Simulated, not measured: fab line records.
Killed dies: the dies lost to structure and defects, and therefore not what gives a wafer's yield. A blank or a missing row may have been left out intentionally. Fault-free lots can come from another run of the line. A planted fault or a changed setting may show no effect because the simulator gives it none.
Comparing a struck lot with a sound one    flow gf180mcu    16 steps out of a route of 602
Sound: these wafers, L367.1, L367.2, L367.4. Struck: wafer L374.5. (L374.3, L374.6 of the same lot were not struck and are left out.) The cause comes at the end.
Per side, at each step with rows, come the tool, then ch with its chambers, and then its first start. Under that, the readings that differ: sound wafers    struck wafers    difference of the means    sigmas: that difference in standard deviations of wafers without a fault.
alike: readings whose means differ by less than 2 such deviations, and words and numbers that are the same on both sides. not compared: withheld readings, readings that some wafer has no value for, bounds like >300 that may hide the same value, and numbers for which the record gives no deviation and whose values overlap.
A row with sigmas, a row that says differs or no value, or rows on one side alone: a step with any of these is where the two part. Non-overlapping numbers with no deviation appear without sigmas and do not part them. Lack of a reading on every wafer of one side parts them only where that side has two or more wafers.

GF_HV_LDD_RS_MEAS_53: uses a four-point probe to measure.
  sound: filmMetro-02 at day 12 18:59; struck: filmMetro-02 at day 15 08:08
  alike: HV_LDD_RS
then, 1 step without rows for these wafers: GF_HV_LDD_CVD_54 (deposits SiO2 from TEOS, target thk 10 nm, time 75 s).
GF_HV_LDD_THK_MEAS_55:
  sound: filmMetro-04 at day 12 20:08; struck: filmMetro-01 at day 15 09:15
  alike: HV_LDD_CVD_54_THK
then, 1 step without rows for these wafers: GF_HV_LDD_CVD_56 (deposits Si3N4 from DCS/NH3, target thk 90 nm, time 1543 s).
GF_HV_LDD_THK_MEAS_57:
  sound: filmMetro-01 at day 12 21:37; struck: filmMetro-02 at day 15 10:44
  alike: HV_LDD_CVD_56_THK
GF_HV_LDD_ETCHBACK_58: etches Si3N4 in CH3F/O2, stops on SiO2, time 100 s, target depth 90 nm.
  sound on rieDiel-01 ch 0,1,2, day 12 21:41; struck on rieDiel-02 ch 2, day 15 10:47
  alike: drypumpMotorCurrentA, oesProductAu, throttleValvePct
  not compared: rfHoursCounterH
then, 6 steps without rows for these wafers: GF_NSD_DEHYDRATE_00 (time 60 s); GF_NSD_HMDS_01 (prime time 60 s); GF_NSD_COAT_02 (resist thk 1000 nm); GF_NSD_SOFTBAKE_03 (time 60 s); GF_NSD_EXPOSE_04 (exposes mask Nplus, target cd 400 nm); GF_NSD_PEB_05.
GF_NSD_DEVELOP_06: develop time 60 s.
  sound on lithoTrack-03 ch 0, day 13 17:13; struck on lithoTrack-03 ch 0, day 16 08:16
GF_NSD_CD_MEAS_07 targets a cd of 400 nm.
  sound: cdSem-01 at day 13 17:22; struck: cdSem-01 at day 16 08:24
reading    sound              struck  difference  sigmas
cdNm (nm)  399.9 401.2 401.6  315.1   -85.8       -41
GF_NSD_OVL_MEAS_08:
  sound: overlay-01 at day 13 17:29; struck: overlay-02 at day 16 08:30
  alike: NSD_OVL
after that, 1 step had no rows for these wafers: GF_PASSIVATION_PROBE_99.

WHERE THEY PART
GF_NSD_CD_MEAS_07 only, going by this record. Later steps at which nothing parts them and some readings are alike: GF_NSD_OVL_MEAS_08.

WHY: whatever the simulator had introduced
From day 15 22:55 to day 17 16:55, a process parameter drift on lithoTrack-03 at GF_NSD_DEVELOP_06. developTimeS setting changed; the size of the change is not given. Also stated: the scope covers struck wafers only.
